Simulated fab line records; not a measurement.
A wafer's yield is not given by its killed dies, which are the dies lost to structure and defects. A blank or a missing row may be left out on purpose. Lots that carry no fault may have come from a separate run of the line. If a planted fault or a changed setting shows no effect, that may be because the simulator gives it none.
Tool commonality check    flow sky130    Sample size 13 lots and 39 wafers

WHY THIS WAS OPENED
At SKY_NWELL_TW_MEAS_26 the reading NWELL_2_TW is flagged on 3 of 13 lots. No-fault wafers: 497, standard deviation 6.4.
Rule: a lot is flagged in two cases, either no wafer of it has a number, or all its wafers with numbers fall more than 4 standard deviations from that mean. The other lots count as sound.

lot   measured      on            NWELL_2_TW, wafer by wafer  flag
L768  day 6 00:25   filmMetro-02  507 507 508                 
L769  day 6 04:32   filmMetro-01  492 494 494                 
L772  day 6 19:50   filmMetro-03  490 488 491                 
L773  day 7 01:52   filmMetro-01  489 488 490                 
L774  day 7 10:29   filmMetro-02  504 503 501                 
L776  day 7 21:06   filmMetro-02  503 503 505                 
L777  day 8 03:07   filmMetro-03  464 464 466                 FLAGGED
L778  day 8 08:33   filmMetro-02  500 499 499                 
L780  day 8 19:14   filmMetro-03  467 467 465                 FLAGGED
L781  day 9 01:47   filmMetro-01  465 464 464                 FLAGGED
L787  day 10 13:49  filmMetro-03  495 495 492                 
L788  day 11 03:15  filmMetro-03  494 491 492                 
L789  day 11 04:10  filmMetro-02  510 509 510                 
Average over the flagged lots: 465; offset from the usual -32, equal to -5 standard deviations.

EACH LOT AND THE TOOL IT RAN ON
The record holds 1 process step before the reading, out of a route of 708 steps. Cell contents, in order: the tool; ch with the chambers the sampled wafers went through; the start.
lot   flag     SKY_NWELL_IMPLANT_24
L768           implanter-02 ch 0, day 6 00:12
L769           implanter-03 ch 0, day 6 04:17
L772           implanter-03 ch 0, day 6 19:36
L773           implanter-04 ch 0, day 7 01:38
L774           implanter-02 ch 0, day 7 10:17
L776           implanter-02 ch 0, day 7 20:51
L777  FLAGGED  implanter-02 ch 0, day 8 02:51
L778           implanter-03 ch 0, day 8 08:18
L780  FLAGGED  implanter-02 ch 0, day 8 19:00
L781  FLAGGED  implanter-02 ch 0, day 9 01:33
L787           implanter-04 ch 0, day 10 13:36
L788           implanter-04 ch 0, day 11 03:00
L789           implanter-03 ch 0, day 11 03:56
What is done by these steps:
- SKY_NWELL_IMPLANT_24
- SKY_NWELL_TW_MEAS_26

FLAGGED AGAINST TOTAL, ONE TOOL AT A TIME (gauges that did the reading follow at the end)
step                  tool          lots run  flagged  share of the flagged lots  sound lots run after its first flagged lot
SKY_NWELL_IMPLANT_24  implanter-02  6         3        all                        0
SKY_NWELL_IMPLANT_24  implanter-03  4         0        none                       -
SKY_NWELL_IMPLANT_24  implanter-04  3         0        none                       -
SKY_NWELL_TW_MEAS_26  filmMetro-01  3         1        some                       0
SKY_NWELL_TW_MEAS_26  filmMetro-02  5         0        none                       -
SKY_NWELL_TW_MEAS_26  filmMetro-03  5         2        some                       2 (L787,L788)

WHAT THE TABLE PERMITS
Rows of the table that ran each flagged lot: 1, that is implanter-02 at SKY_NWELL_IMPLANT_24.
- implanter-02 at SKY_NWELL_IMPLANT_24 ran 6 lots, 3 of them flagged. A fault beginning between L776 (day 7 20:51), its last sound lot, and L777 (day 8 02:51), its first flagged one, fits the data. Its own readings (beamOnS, faradayCurrentUA) fall more than 4 standard deviations out on all wafers of the flagged lots.
implanter-02 at SKY_NWELL_IMPLANT_24 is the single tool remaining.

WHAT THE SIMULATOR HAD PUT IN
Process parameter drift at SKY_NWELL_IMPLANT_24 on implanter-02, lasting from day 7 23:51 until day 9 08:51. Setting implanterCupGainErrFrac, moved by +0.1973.
Lots struck among those shown: L777, L780, L781. The rule given above showed the same thing.
